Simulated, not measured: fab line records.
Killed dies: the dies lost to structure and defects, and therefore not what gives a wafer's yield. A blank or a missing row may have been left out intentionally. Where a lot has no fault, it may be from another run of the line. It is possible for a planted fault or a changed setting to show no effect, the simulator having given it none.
The tool behind it: which one? :: flow sky130 :: 36 wafers from 12 lots sampled at 4 of the route's 708 steps

WHAT THE GAUGES SHOWED, per wafer
SKY_SD_N_OVL_MEAS_08. Usual: for SD_N_OVL the level is 0.0 nm and the standard deviation is 1.4.
lot: L593
measured: day 27 08:31
on: overlay-01
SD_N_OVL (nm): 0.4 -0.2 -0.1
flag: 

lot: L599
measured: day 30 00:40
on: overlay-01
SD_N_OVL (nm): -2.0 -0.9 -0.3
flag: 

lot: L600
measured: day 30 05:40
on: overlay-01
SD_N_OVL (nm): 0.7 -0.4 0.5
flag: 

lot: L601
measured: day 30 12:43
on: overlay-02
SD_N_OVL (nm): 229.1 228.9 228.1
flag: OFF

lot: L602
measured: day 30 20:01
on: overlay-01
SD_N_OVL (nm): 227.5 229.2 228.1
flag: OFF

lot: L603
measured: day 31 17:34
on: overlay-01
SD_N_OVL (nm): 228.3 227.5 227.7
flag: OFF

lot: L604
measured: day 31 18:59
on: overlay-02
SD_N_OVL (nm): 228.7 228.4 227.1
flag: OFF

lot: L606
measured: day 31 23:01
on: overlay-01
SD_N_OVL (nm): -2.2 -2.6 -2.0
flag: 

lot: L607
measured: day 32 12:07
on: overlay-02
SD_N_OVL (nm): -1.7 -1.6 -2.7
flag: 

lot: L608
measured: day 33 18:40
on: overlay-02
SD_N_OVL (nm): 3.5 4.5 1.1
flag: 

lot: L610
measured: day 34 01:08
on: overlay-01
SD_N_OVL (nm): 0.5 -0.1 -0.7
flag: 

lot: L616
measured: day 35 12:22
on: overlay-02
SD_N_OVL (nm): -0.1 1.8 0.4
flag: 

SKY_SD_N_RS_MEAS_18: uses a four-point probe to measure. Usual: for RES_XHIGH_RS the level is 333.5 ohm/sq and the standard deviation is 1.3.
lot: L593
measured: day 27 09:29
on: filmMetro-04
RES_XHIGH_RS (ohm/sq): 332.4 332.6 333.1
flag: 

lot: L599
measured: day 30 01:37
on: filmMetro-02
RES_XHIGH_RS (ohm/sq): 335.6 336.2 336.1
flag: 

lot: L600
measured: day 30 06:38
on: filmMetro-02
RES_XHIGH_RS (ohm/sq): 334.2 335.7 335.2
flag: 

lot: L601
measured: day 30 13:40
on: filmMetro-03
RES_XHIGH_RS (ohm/sq): 334.4 333.7 334.7
flag: 

lot: L602
measured: day 30 21:00
on: filmMetro-03
RES_XHIGH_RS (ohm/sq): 331.4 331.6 331.8
flag: 

lot: L603
measured: day 31 18:31
on: filmMetro-03
RES_XHIGH_RS (ohm/sq): 330.5 331.6 329.8
flag: 

lot: L604
measured: day 31 19:59
on: filmMetro-03
RES_XHIGH_RS (ohm/sq): 333.9 333.2 333.9
flag: 

lot: L606
measured: day 32 00:00
on: filmMetro-04
RES_XHIGH_RS (ohm/sq): 331.5 332.4 331.2
flag: 

lot: L607
measured: day 32 13:07
on: filmMetro-02
RES_XHIGH_RS (ohm/sq): 334.3 333.3 334.8
flag: 

lot: L608
measured: day 33 19:37
on: filmMetro-03
RES_XHIGH_RS (ohm/sq): 333.9 332.6 332.9
flag: 

lot: L610
measured: day 34 02:08
on: filmMetro-03
RES_XHIGH_RS (ohm/sq): 332.9 333.1 332.7
flag: 

lot: L616
measured: day 35 13:20
on: filmMetro-03
RES_XHIGH_RS (ohm/sq): 334.1 334.5 333.8
flag: 

WHAT TOOL EACH LOT RAN ON (gives the tool, then ch and the chambers of the sampled wafers, and finally the start)
lot: L593
SKY_LDD_LDN_STRIP_12: plasmaAsher-02 ch 0,1, day 22 11:19
SKY_SD_N_EXPOSE_04: ilineStepper-01 ch 0, day 26 18:36

lot: L599
SKY_LDD_LDN_STRIP_12: plasmaAsher-03 ch 0,1, day 25 05:01
SKY_SD_N_EXPOSE_04: ilineStepper-02 ch 0, day 29 10:20

lot: L600
SKY_LDD_LDN_STRIP_12: plasmaAsher-04 ch 0,1, day 25 08:58
SKY_SD_N_EXPOSE_04: ilineStepper-02 ch 0, day 29 14:37

lot: L601
SKY_LDD_LDN_STRIP_12: plasmaAsher-03 ch 0,1, day 25 16:10
SKY_SD_N_EXPOSE_04: ilineStepper-02 ch 0, day 29 22:32

lot: L602
SKY_LDD_LDN_STRIP_12: plasmaAsher-04 ch 0,1, day 25 23:33
SKY_SD_N_EXPOSE_04: ilineStepper-02 ch 0, day 30 06:46

lot: L603
SKY_LDD_LDN_STRIP_12: plasmaAsher-02 ch 0,1, day 26 22:08
SKY_SD_N_EXPOSE_04: ilineStepper-02 ch 0, day 31 03:50

lot: L604
SKY_LDD_LDN_STRIP_12: plasmaAsher-02 ch 0,1, day 26 22:30
SKY_SD_N_EXPOSE_04: ilineStepper-02 ch 0, day 31 05:11

lot: L606
SKY_LDD_LDN_STRIP_12: plasmaAsher-04 ch 0,1, day 27 04:08
SKY_SD_N_EXPOSE_04: ilineStepper-01 ch 0, day 31 09:37

lot: L607
SKY_LDD_LDN_STRIP_12: plasmaAsher-02 ch 0,1, day 27 17:40
SKY_SD_N_EXPOSE_04: ilineStepper-01 ch 0, day 31 22:35

lot: L608
SKY_LDD_LDN_STRIP_12: plasmaAsher-04 ch 0,1, day 29 04:37
SKY_SD_N_EXPOSE_04: ilineStepper-01 ch 0, day 33 05:46

lot: L610
SKY_LDD_LDN_STRIP_12: plasmaAsher-03 ch 0,1, day 29 08:33
SKY_SD_N_EXPOSE_04: ilineStepper-01 ch 0, day 33 12:23

lot: L616
SKY_LDD_LDN_STRIP_12: plasmaAsher-02 ch 0,1, day 31 03:16
SKY_SD_N_EXPOSE_04: ilineStepper-01 ch 0, day 35 01:27
- SKY_LDD_LDN_STRIP_12: strips in O2/N2.
- SKY_SD_N_EXPOSE_04: exposes mask NSDM, target cd 380 nm.

WHAT THE TOOLS THEMSELVES READ (means of the sampled wafers that have a number; where no wafer has one, the mark that the record gives instead)
SKY_LDD_LDN_STRIP_12. Usual: drypumpMotorCurrentA 5.6 A, standard deviation 0.43; oesProductAu 0.715 a.u., standard deviation 0.0049; stripTimeToEndpointS 14.18 s, standard deviation 0.037.
lot: L593
tool: plasmaAsher-02
drypumpMotorCurrentA (A): 5.4
oesProductAu (a.u.): 0.717
stripTimeToEndpointS (s): 14.19
flag: 

lot: L599
tool: plasmaAsher-03
drypumpMotorCurrentA (A): 5.8
oesProductAu (a.u.): 0.716
stripTimeToEndpointS (s): 14.13
flag: 

lot: L600
tool: plasmaAsher-04
drypumpMotorCurrentA (A): 5.9
oesProductAu (a.u.): 0.717
stripTimeToEndpointS (s): 14.16
flag: 

lot: L601
tool: plasmaAsher-03
drypumpMotorCurrentA (A): 5.8
oesProductAu (a.u.): 0.716
stripTimeToEndpointS (s): 14.18
flag: 

lot: L602
tool: plasmaAsher-04
drypumpMotorCurrentA (A): 6.0
oesProductAu (a.u.): 0.716
stripTimeToEndpointS (s): 14.15
flag: 

lot: L603
tool: plasmaAsher-02
drypumpMotorCurrentA (A): 5.3
oesProductAu (a.u.): 0.720
stripTimeToEndpointS (s): 14.20
flag: 

lot: L604
tool: plasmaAsher-02
drypumpMotorCurrentA (A): 5.3
oesProductAu (a.u.): 0.716
stripTimeToEndpointS (s): 14.22
flag: 

lot: L606
tool: plasmaAsher-04
drypumpMotorCurrentA (A): 5.9
oesProductAu (a.u.): 0.714
stripTimeToEndpointS (s): 14.17
flag: 

lot: L607
tool: plasmaAsher-02
drypumpMotorCurrentA (A): 5.4
oesProductAu (a.u.): 0.714
stripTimeToEndpointS (s): 14.21
flag: 

lot: L608
tool: plasmaAsher-04
drypumpMotorCurrentA (A): 5.6
oesProductAu (a.u.): 0.716
stripTimeToEndpointS (s): 14.20
flag: 

lot: L610
tool: plasmaAsher-03
drypumpMotorCurrentA (A): 5.8
oesProductAu (a.u.): 0.712
stripTimeToEndpointS (s): 14.22
flag: 

lot: L616
tool: plasmaAsher-02
drypumpMotorCurrentA (A): 5.3
oesProductAu (a.u.): 0.715
stripTimeToEndpointS (s): 14.17
flag: 

SKY_SD_N_EXPOSE_04. Usual: stageVelMmS 500.04 mm/s, standard deviation 0.28.
lot: L593
tool: ilineStepper-01
stageVelMmS (mm/s): 500.04
flag: 

lot: L599
tool: ilineStepper-02
stageVelMmS (mm/s): 499.89
flag: 

lot: L600
tool: ilineStepper-02
stageVelMmS (mm/s): 499.81
flag: 

lot: L601
tool: ilineStepper-02
stageVelMmS (mm/s): 500.15
flag: 

lot: L602
tool: ilineStepper-02
stageVelMmS (mm/s): 499.97
flag: 

lot: L603
tool: ilineStepper-02
stageVelMmS (mm/s): 500.23
flag: 

lot: L604
tool: ilineStepper-02
stageVelMmS (mm/s): 500.43
flag: 

lot: L606
tool: ilineStepper-01
stageVelMmS (mm/s): 500.20
flag: 

lot: L607
tool: ilineStepper-01
stageVelMmS (mm/s): 500.40
flag: 

lot: L608
tool: ilineStepper-01
stageVelMmS (mm/s): 500.03
flag: 

lot: L610
tool: ilineStepper-01
stageVelMmS (mm/s): 499.99
flag: 

lot: L616
tool: ilineStepper-01
stageVelMmS (mm/s): 499.91
flag: 

THE ANSWER, worked out from the rows above alone
Rule: lot off if the mean of its wafers having a number is beyond 3 standard deviations from the usual mean. Also off: a lot with no number at a reading for which 4 or more lots have one. Any other lot the step has rows for is counted as sound. Order of review: gauges by route order, followed by the tools' own readings, for which a lot's mean as printed above is used. At the first step where some lot is off, the reading lying furthest off is the one used; lots without a number count as furthest.
Off: at SKY_SD_N_OVL_MEAS_08 (SD_N_OVL), L601, L602, L603, L604.
A tool fits if, at a process step before that reading, it ran every lot that is off, and no sound lot after the first of them. The gauges at SKY_SD_N_OVL_MEAS_08 are tried like those tools. One fits: ilineStepper-02 at SKY_SD_N_EXPOSE_04. Its last sound lot is L600 (day 29 14:37), its first lot that is off L601 (day 29 22:32): a fault that began between those two fits.

WHAT THE SIMULATOR HAD PUT IN
Scanner matching overlay: ilineStepper-02, from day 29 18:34 on, at SKY_SD_N_EXPOSE_04. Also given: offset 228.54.
Lots struck among those shown: L601, L602, L603, L604. Same finding as the rule above.
